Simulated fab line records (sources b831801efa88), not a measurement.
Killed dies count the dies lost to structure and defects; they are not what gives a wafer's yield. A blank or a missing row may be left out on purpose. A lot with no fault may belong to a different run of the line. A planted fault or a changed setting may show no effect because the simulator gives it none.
A struck lot beside a sound one + flow sky130 + 20 out of 708 route steps
Sound: wafers L367.1, L367.3, L367.4. Struck: wafers L377.2, L377.4, L377.6. The cause is named last.
Per side, at each step with rows, come the tool, then ch with its chambers, and then its first start. Under that, the readings that differ: sound wafers + struck wafers + difference of the means + sigmas: that difference in standard deviations of wafers without a fault.
alike: same words and numbers on both sides, and readings whose means sit less than 2 such deviations apart. not compared: any withheld reading, any reading some wafer has no value for, any bound like >300 that may hide the same value, and any number with overlapping values for which the record gives no deviation.
The two part at a step that has a row with sigmas, a row that says differs or no value, or rows on one side only. Non-overlapping numbers with no deviation appear without sigmas and do not part them. Lack of a reading on every wafer of one side parts them only where that side has two or more wafers.

first, 1 step without rows for these wafers: SKY_RES_XHIGH_IMPLANT_07.
SKY_RES_XHIGH_STRIP_08: strips in O2/N2.
  sound on plasmaAsher-02 ch 0,1, day 28 20:31; struck on plasmaAsher-03 ch 0,1, day 31 05:05
  alike: drypumpMotorCurrentA, oesProductAu, stripTimeToEndpointS
  not compared: rfHoursCounterH
SKY_RES_XHIGH_TW_MEAS_09:
  sound: filmMetro-02 at day 28 20:37; struck: filmMetro-03 at day 31 05:12
  alike: RES_XHIGH_TW
then, 7 steps without rows for these wafers: SKY_SD_N_DEHYDRATE_00 (time 60 s); SKY_SD_N_HMDS_01 (prime time 60 s); SKY_SD_N_COAT_02 (resist thk 1140 nm); SKY_SD_N_SOFTBAKE_03 (time 60 s); SKY_SD_N_EXPOSE_04 (exposes mask NSDM, target cd 380 nm); SKY_SD_N_PEB_05; SKY_SD_N_DEVELOP_06 (develop time 60 s).
SKY_SD_N_CD_MEAS_07 targets a cd of 380 nm.
  sound: cdSem-02 at day 30 00:10; struck: cdSem-01 at day 32 09:00
  alike: cdNm
SKY_SD_N_OVL_MEAS_08:
  sound: overlay-02 at day 30 00:17; struck: overlay-01 at day 32 09:07
  alike: SD_N_OVL
SKY_SD_N_IMPLANT_09:
  sound on implanter-01 ch 0, day 30 00:20; struck on implanter-03 ch 0, day 32 09:10
| reading                  | sound             | struck            | difference | sigmas |
|--------------------------|-------------------|-------------------|------------|--------|
| beamOnS (s)              | 20.9 21.6 21.6    | 15.5 15.5 15.2    | -6.0       | -2     |
| implantIonAmu            | 75 75 75          | 49 49 49          | -26        |        |
| model.implant.rpNm (nm)  | 33.04 33.04 33.04 | 36.98 36.98 36.98 | +3.94      |        |
| model.implant.drpNm (nm) | 14.11 14.11 14.11 | 18.55 18.55 18.55 | +4.44      |        |
  alike: beamEnergyKeV
following that, these wafers have no rows for 1 step: SKY_SD_N_IMPLANT_10.
SKY_SD_N_STRIP_11: strips in O2/N2.
  sound on plasmaAsher-01 ch 0,1, day 30 00:38; struck on plasmaAsher-03 ch 0,1, day 32 09:26
| reading                  | sound             | struck            | difference | sigmas |
|--------------------------|-------------------|-------------------|------------|--------|
| stripTimeToEndpointS (s) | 22.53 22.54 22.56 | 23.34 23.30 23.33 | +0.78      | +20    |
  alike: drypumpMotorCurrentA, oesProductAu
  not compared: rfHoursCounterH
SKY_SD_N_TW_MEAS_12:
  sound: filmMetro-02 at day 30 00:44; struck: filmMetro-04 at day 32 09:33
| reading | sound          | struck         | difference | sigmas |
|---------|----------------|----------------|------------|--------|
| SD_N_TW | 4035 4020 4023 | 3723 3692 3746 | -306       | -10    |
then, 1 step without rows for these wafers: SKY_SD_N_CLEAN_13 (cleans in SC1/SC2, time 150 s).
SKY_SD_N_RTA_14: time 2 s.
  sound on rtpAnneal-01 ch 0, day 30 00:50; struck on rtpAnneal-01 ch 0, day 32 09:40
  alike: lampPowerPct, wafer_temp_C_max
SKY_SD_N_RS_MEAS_16: uses a four-point probe to measure.
  sound: filmMetro-03 at day 30 01:01; struck: filmMetro-02 at day 32 09:54
| reading          | sound             | struck | difference                    | sigmas |
|------------------|-------------------|--------|-------------------------------|--------|
| SD_N_RS (ohm/sq) | 68.66 68.50 68.66 | - - -  | no value on the struck wafers |        |
SKY_SD_N_RS_MEAS_17: uses a four-point probe to measure.
  sound: filmMetro-03 at day 30 01:08; struck: filmMetro-02 at day 32 10:01
  alike: SD_P_RS

WHERE THEY PART
At SKY_SD_N_IMPLANT_09 first; at SKY_SD_N_RS_MEAS_16 last (within this record only). Later steps at which nothing parts them and some readings are alike: SKY_SD_N_RS_MEAS_17.

WHY: the cause the simulator had injected
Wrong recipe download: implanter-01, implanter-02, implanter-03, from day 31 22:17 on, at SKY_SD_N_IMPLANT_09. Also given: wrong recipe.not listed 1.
